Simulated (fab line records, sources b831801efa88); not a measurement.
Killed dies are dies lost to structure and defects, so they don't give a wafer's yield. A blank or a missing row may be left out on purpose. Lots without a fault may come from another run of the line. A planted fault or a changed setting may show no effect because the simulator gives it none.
Chamber matching | flow sfq_line | SFQ_TRILAYER_I1_VIA_BARC_OPEN_VIA_ETCH_071 on rie_diel-04: 4 sister chambers
The step etches BARC in O2, target depth 125 nm, time 41.7 s. 18 wafers are shown with their chamber, then 9 later ones without.

WAFERS WITH THEIR CHAMBER
wafer  | chamber | drypump_motor_current_A (A) | oes_product_au (a.u.)
L553.2 | 0       | 5.7                         | 0.684
L553.4 | 1       | 4.7                         | 0.692
L553.5 | 2       | 6.5                         | 0.682
L554.3 | 3       | 6.1                         | 0.694
L554.5 | 2       | 6.5                         | 0.691
L554.6 | 3       | 6.1                         | 0.693
L556.4 | 0       | 5.7                         | 0.688
L556.5 | 3       | 6.1                         | 0.681
L556.6 | 2       | 6.5                         | 0.680
L562.2 | 1       | 4.7                         | 0.690
L562.3 | 0       | 5.7                         | 0.682
L562.5 | 0       | 5.7                         | 0.684
L564.2 | 1       | 4.7                         | 0.685
L564.4 | 2       | 6.5                         | 0.691
L564.6 | 2       | 6.5                         | 0.686
L567.1 | 2       | 6.5                         | 0.686
L567.2 | 3       | 6.1                         | 0.678
L567.5 | 2       | 6.6                         | 0.677

SIGNATURES (means of the wafers above)
reading                 | chamber 0 | chamber 1 | chamber 2 | chamber 3 | scatter within a chamber
drypump_motor_current_A | 5.700     | 4.700     | 6.514     | 6.100     | 0.0247
oes_product_au          | 0.68450   | 0.68900   | 0.68471   | 0.68650   | 0.00546
Rule: a wafer's distance from a chamber is the root of the sum, over the readings, of the square of ((its reading less the chamber's mean) divided by the reading's scatter). The wafer belongs to the nearest chamber; if the next one is less than 2 further off, it can't be placed. The scatter: the root of (the sum of the squares of (reading less its chamber's mean) over the shown wafers, divided by (wafers less chambers)).

WAFERS WITHOUT THEIR CHAMBER
wafer  | drypump_motor_current_A (A) | oes_product_au (a.u.)
L570.1 | 6.6                         | 0.688
L570.4 | 6.1                         | 0.689
L570.6 | 5.7                         | 0.684
L573.2 | 6.5                         | 0.690
L573.4 | 5.7                         | 0.688
L573.6 | 4.7                         | 0.692
L575.1 | 6.1                         | 0.679
L575.5 | 5.7                         | 0.684
L575.6 | 6.6                         | 0.693

WHICH CHAMBER EACH WENT THROUGH
wafer  | from the rows above | in truth
L570.1 | 2                   | 2
L570.4 | 3                   | 3
L570.6 | 0                   | 0
L573.2 | 2                   | 2
L573.4 | 0                   | 0
L573.6 | 1                   | 1
L575.1 | 3                   | 3
L575.5 | 0                   | 0
L575.6 | 2                   | 2
Placed correctly: 9 of 9. Can't be placed from these rows: 0. Placed wrongly: 0.
